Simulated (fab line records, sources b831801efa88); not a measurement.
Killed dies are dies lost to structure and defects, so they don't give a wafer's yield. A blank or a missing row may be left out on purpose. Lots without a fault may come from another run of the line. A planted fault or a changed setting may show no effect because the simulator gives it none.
Which tool did it? | flow gf180mcu | 10 lots, 30 wafers sampled, at 6 steps of a route of 602

WHAT THE GAUGES READ, wafer by wafer
GF_TOP_METAL_RS_MEAS_05: measures by four-point-probe.
lot  | measured     | on            | TOP_METAL_ALCU_RS (ohm/sq)
L210 | day 27 14:51 | film_metro-04 | 0.0327 0.0328 0.0319
L211 | day 27 15:44 | film_metro-04 | 0.0329 0.0330 0.0328
L213 | day 28 11:59 | film_metro-02 | 0.0327 0.0327 0.0330
L214 | day 28 14:04 | film_metro-03 | 0.0330 0.0327 0.0328
L221 | day 30 17:00 | film_metro-03 | 0.0324 0.0360 0.0328
L222 | day 30 21:53 | film_metro-04 | 0.0358 0.0322 0.0324
L226 | day 31 22:01 | film_metro-03 | 0.0325 0.0326 0.0328
L230 | day 32 23:21 | film_metro-03 | 0.0333 0.0329 0.0331
L231 | day 33 07:03 | film_metro-02 | 0.0330 0.0323 0.0324
L233 | day 33 14:46 | film_metro-02 | 0.0328 0.0322 0.0324

GF_TOP_METAL_THK_MEAS_06: measures by xrf.
lot  | measured     | on            | TOP_METAL_ALCU_THK (nm)
L210 | day 27 14:56 | film_metro-04 | 888 887 918
L211 | day 27 15:50 | film_metro-04 | 880 880 885
L213 | day 28 12:05 | film_metro-02 | 898 899 891
L214 | day 28 14:10 | film_metro-03 | 879 886 885
L221 | day 30 17:07 | film_metro-03 | 894 805 880
L222 | day 30 22:00 | film_metro-04 | 814 899 892
L226 | day 31 22:07 | film_metro-03 | 892 887 881
L230 | day 32 23:28 | film_metro-03 | 871 877 876
L231 | day 33 07:10 | film_metro-02 | 884 903 903
L233 | day 33 14:53 | film_metro-02 | 890 905 899

WHICH TOOL RAN EACH LOT (tool, then ch and the chambers of the sampled wafers, then the start)
lot  | GF_MIM_SPUTTER_09            | GF_V5_CMP_04                  | GF_V5_ETCH_17                                 | GF_TOP_METAL_SPUTTER_02
L210 | pvd_sputter-04, day 24 19:54 | cmp-01 ch 1,2, day 26 15:35   | rie_diel-03 ch 1,2,3, day 27 14:42 or earlier | pvd_sputter-04, day 27 14:42
L211 | pvd_sputter-04, day 24 21:07 | cmp-01 ch 0,2, day 26 16:58   | rie_diel-03 ch 1,2,3, day 27 15:36 or earlier | pvd_sputter-01, day 27 15:36
L213 | pvd_sputter-04, day 25 19:13 | cmp-01 ch 1,2,3, day 27 14:40 | rie_diel-02 ch 0,1, day 28 11:52 or earlier   | pvd_sputter-02, day 28 11:52
L214 | pvd_sputter-01, day 25 21:55 | cmp-02 ch 0,2,3, day 27 16:14 | rie_diel-02 ch 0,2,3, day 28 13:56 or earlier | pvd_sputter-01, day 28 13:56
L221 | pvd_sputter-04, day 28 05:28 | cmp-02 ch 0,2, day 29 20:41   | rie_diel-03 ch 0,1, day 30 16:55 or earlier   | pvd_sputter-01, day 30 16:55
L222 | pvd_sputter-04, day 28 08:59 | cmp-02 ch 0,1,3, day 30 02:08 | rie_diel-02 ch 2,3, day 30 21:47 or earlier   | pvd_sputter-01, day 30 21:47
L226 | pvd_sputter-01, day 29 11:37 | cmp-02 ch 0,1,2, day 31 02:12 | rie_diel-04 ch 0,1,3, day 31 21:53 or earlier | pvd_sputter-04, day 31 21:53
L230 | pvd_sputter-03, day 30 17:11 | cmp-01 ch 0,1,3, day 32 05:07 | rie_diel-04 ch 0,2, day 32 23:14 or earlier   | pvd_sputter-02, day 32 23:14
L231 | pvd_sputter-04, day 31 00:20 | cmp-02 ch 1,2,3, day 32 12:30 | rie_diel-03 ch 2,3, day 33 06:56 or earlier   | pvd_sputter-04, day 33 06:56
L233 | pvd_sputter-03, day 31 09:55 | cmp-01 ch 0,2,3, day 32 20:43 | rie_diel-04 ch 1,2,3, day 33 14:41 or earlier | pvd_sputter-04, day 33 14:41
- GF_MIM_SPUTTER_09: material TiN, target thk 35 nm, time 29.2 s.
- GF_V5_CMP_04: polishes SiO2.
- GF_V5_ETCH_17: etches SiO2 in C4F8/O2/Ar, stops on TiN, target depth 855 nm.
- GF_TOP_METAL_SPUTTER_02: material AlCu, target thk 900 nm, time 47.82 s.

WHAT THE TOOLS THEMSELVES READ (means of the sampled wafers that have a number; where no wafer has one, the mark that the record gives instead)
GF_MIM_SPUTTER_09.
lot  | tool           | cathode_dc_power_W (W) | throttle_valve_pct (%)
L210 | pvd_sputter-04 | 6499.4                 | 29.4
L211 | pvd_sputter-04 | 6500.1                 | 30.5
L213 | pvd_sputter-04 | 6500.9                 | 29.9
L214 | pvd_sputter-01 | 6500.3                 | 29.3
L221 | pvd_sputter-04 | 6499.0                 | 31.2
L222 | pvd_sputter-04 | 6499.3                 | 30.5
L226 | pvd_sputter-01 | 6499.3                 | 29.5
L230 | pvd_sputter-03 | 6500.3                 | 30.7
L231 | pvd_sputter-04 | 6500.4                 | 29.8
L233 | pvd_sputter-03 | 6499.6                 | 30.3

GF_V5_CMP_04.
lot  | tool   | motor_current_A (A) | slurry_filter_dp_kPa (kPa)
L210 | cmp-01 | 11.0                | 13.65
L211 | cmp-01 | 12.1                | 13.60
L213 | cmp-01 | 11.4                | 13.41
L214 | cmp-02 | 11.5                | 13.55
L221 | cmp-02 | 11.6                | 13.56
L222 | cmp-02 | 11.1                | 13.41
L226 | cmp-02 | 11.7                | 13.54
L230 | cmp-01 | 11.6                | 13.45
L231 | cmp-02 | 11.6                | 13.55
L233 | cmp-01 | 12.0                | 13.45

GF_V5_ETCH_17.
lot  | tool        | chamber_pressure_mTorr (mTorr) | oes_product_au (a.u.)
L210 | rie_diel-03 | 39.98                          | 0.855
L211 | rie_diel-03 | 40.00                          | 0.856
L213 | rie_diel-02 | 40.01                          | 0.864
L214 | rie_diel-02 | 40.02                          | 0.861
L221 | rie_diel-03 | 40.02                          | 0.863
L222 | rie_diel-02 | 40.00                          | 0.859
L226 | rie_diel-04 | 39.97                          | 0.859
L230 | rie_diel-04 | 39.96                          | 0.862
L231 | rie_diel-03 | 39.99                          | 0.859
L233 | rie_diel-04 | 39.99                          | 0.860

GF_TOP_METAL_SPUTTER_02.
lot  | tool           | cathode_dc_power_W (W) | substrate_temp_c (C) | throttle_valve_pct (%)
L210 | pvd_sputter-04 | 10601                  | 250.08               | 29.4
L211 | pvd_sputter-01 | 10601                  | 249.92               | 30.1
L213 | pvd_sputter-02 | 10599                  | 250.00               | 28.3
L214 | pvd_sputter-01 | 10602                  | 250.08               | 29.9
L221 | pvd_sputter-01 | 10259                  | 250.16               | 30.0
L222 | pvd_sputter-01 | 10261                  | 249.75               | 29.9
L226 | pvd_sputter-04 | 10599                  | 249.85               | 30.8
L230 | pvd_sputter-02 | 10599                  | 250.03               | 28.8
L231 | pvd_sputter-04 | 10601                  | 250.27               | 29.5
L233 | pvd_sputter-04 | 10601                  | 250.09               | 29.7

THE ANSWER, worked out from the rows above alone
Rule: what is usual is taken from the lots themselves. Put in order of their means at a reading, lots are off if they are a third of the lots or fewer, leave a main group of 4 or more, and stand apart from it by a gap of 3 or more times the standard deviation of the main group's means; of several such gaps the widest counts. A main group whose means are all the same, to the digits that the tables above print for the reading, isn't used. A lot without any number at a reading at which 4 lots or more have one is off too. The other lots that the step has rows for count as sound. The gauges are gone through in route order, then the tools' own readings, and for those a lot's mean is taken as printed above. The first step at which some lot is off is used, and at that step the reading that is off furthest; a lot without a number counts as furthest.
Off: L221, L222, at GF_TOP_METAL_SPUTTER_02 (cathode_dc_power_W). The main group: mean 10600 W, standard deviation 1.1.
A tool fits if, at that step or a process step before it, it ran every lot that is off, and no sound lot after the first of them. GF_V5_ETCH_17 gives no start for some lots, so the hours and the order of its lots are those of GF_TOP_METAL_SPUTTER_02. One fits: pvd_sputter-01 at GF_TOP_METAL_SPUTTER_02. Its last sound lot is L214 (day 28 13:56), its first lot that is off L221 (day 30 16:55): a fault that began between those two fits.
The tool's own readings at GF_TOP_METAL_SPUTTER_02 bear it out: on the lots that are off they differ by more than 5 times the standard deviation of the sound lots' means. cathode_dc_power_W reads 10260 W there against 10600 W on the sound lots.

WHAT THE SIMULATOR HAD PUT IN
Process parameter drift: pvd_sputter-01, from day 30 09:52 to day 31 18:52, at GF_TOP_METAL_SPUTTER_02. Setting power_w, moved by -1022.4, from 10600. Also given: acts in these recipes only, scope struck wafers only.
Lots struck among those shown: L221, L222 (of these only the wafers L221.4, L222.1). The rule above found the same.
